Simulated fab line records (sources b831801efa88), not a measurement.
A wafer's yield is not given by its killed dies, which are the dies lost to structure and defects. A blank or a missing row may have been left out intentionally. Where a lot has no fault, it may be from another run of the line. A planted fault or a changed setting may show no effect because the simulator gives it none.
2 desks looking at one fault	flow sky130	every desk sees just its own numbers, and what lay behind them comes last

AT THE TOOL OWNER'S DESK: hdpcvd-01
The tool's own readings at SKY_CONTACT_HDPCVD_02 (deposits SiO2, target thk 565 nm, time 94.2 s): means of the sampled wafers that have a number, for each lot that ran on this tool. Any lot whose mean is over 4 standard deviations away from the usual mean is out of limits and marked OUT; that distance is given in the brackets.
Columns: A = run_length_s at SKY_CONTACT_HDPCVD_02, usual 122.0 s
lot	first seen here	A
L475	day 31 16:01	121.4
L482	day 34 00:18	121.7
L491	day 36 21:12	116.7 (-12) OUT
This desk finds L491 out of limits, L491 being first, at day 36 21:12 (run_length_s at SKY_CONTACT_HDPCVD_02). L475, L482 stayed within limits.

FROM THE METROLOGY DESK
Means of the sampled wafers that have a number, per lot and without regard to the tool the lot ran on: this is what the gauges read. Any lot whose mean is over 4 standard deviations away from the usual mean is out of limits and marked OUT; that distance is given in the brackets.
Columns: A = LI_CONTACT_W_THK at SKY_LI_CONTACT_THK_MEAS_23, usual 415 nm; B = CONTACT_HDPCVD_THK at SKY_CONTACT_THK_MEAS_03, usual 566 nm
lot	first seen here	A	B
L474	day 29 23:12	409	566
L475	day 30 09:46	407	574
L477	day 31 03:01	417	574
L480	day 31 20:49	406	566
L482	day 32 19:31	417	570
L484	day 33 07:30	413	560
L491	day 35 16:52	423	538 (-5.7) OUT
L492	day 35 18:56	408	564
L495	day 36 20:13	415	561
L496	day 36 21:47	424	564
L497	day 37 00:55	417	567
Finding of this desk: L491 out of limits, first seen on L491 at day 36 21:16 (CONTACT_HDPCVD_THK at SKY_CONTACT_THK_MEAS_03). L474, L475, L477, L480, L482, L484, L492, L495, L496, L497 stayed within limits.

PUT TOGETHER
At day 36 21:12, on L491, the tool owner's desk was in a position to raise an alarm.
An alarm was possible from the metrology desk at day 36 21:16, on L491.
Every lot named ran SKY_CONTACT_HDPCVD_02 on hdpcvd-01.

WHAT HAD BEEN PUT IN BY THE SIMULATOR
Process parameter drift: hdpcvd-01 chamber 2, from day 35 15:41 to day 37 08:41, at SKY_CONTACT_HDPCVD_02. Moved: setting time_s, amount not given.
Struck lots among those shown: L491.
Counting hours from when the fault started, the first reading out of limits came at 30 for the tool owner's desk and at 30 for the metrology desk.
